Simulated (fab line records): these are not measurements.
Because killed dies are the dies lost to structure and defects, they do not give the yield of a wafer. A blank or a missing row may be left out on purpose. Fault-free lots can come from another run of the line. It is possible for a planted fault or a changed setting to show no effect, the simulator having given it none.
Which tool is to blame? ; flow sky130 ; 18 wafers sampled from 6 lots at 1 step of a route of 708

WHAT THE GAUGES SHOWED, per wafer
SKY_CONTACT_THK_MEAS_26: measures by xrf.
lot;measured;on;CONTACT_W_THK (nm)
L513;day 32 04:47;film_metro-02;349 359 366
L519;day 34 22:16;film_metro-02;353 340 354
L525;day 36 11:52;film_metro-03;344 350 350
L528;day 37 06:28;film_metro-01;346 352 346
L530;day 37 14:46;film_metro-02;349 349 352
L534;day 39 06:44;film_metro-03;348 345 332

TOOL THAT RAN EACH LOT (tool first, then ch and the chambers of the sampled wafers, then the start)
Before these readings, the record contains no process step.

THE ANSWER, worked out from the rows above alone
Rule: the usual values come from the lots themselves. The widest of any qualifying gaps counts: lots, ordered by their means at a reading, are off when they make up no more than a third of the lots, leave a main group of 4 or more, and stand apart from it by 3 or more times the standard deviation of that group's means. A main group is skipped when, at the precision printed for the reading in the tables above, its means are all equal. Also off: a lot with no number at a reading for which 4 or more lots have one. The other lots that the step has rows for count as sound.
Nothing can be told from this: no lot is off at any reading shown.

WHAT WAS PUT IN BY THE SIMULATOR
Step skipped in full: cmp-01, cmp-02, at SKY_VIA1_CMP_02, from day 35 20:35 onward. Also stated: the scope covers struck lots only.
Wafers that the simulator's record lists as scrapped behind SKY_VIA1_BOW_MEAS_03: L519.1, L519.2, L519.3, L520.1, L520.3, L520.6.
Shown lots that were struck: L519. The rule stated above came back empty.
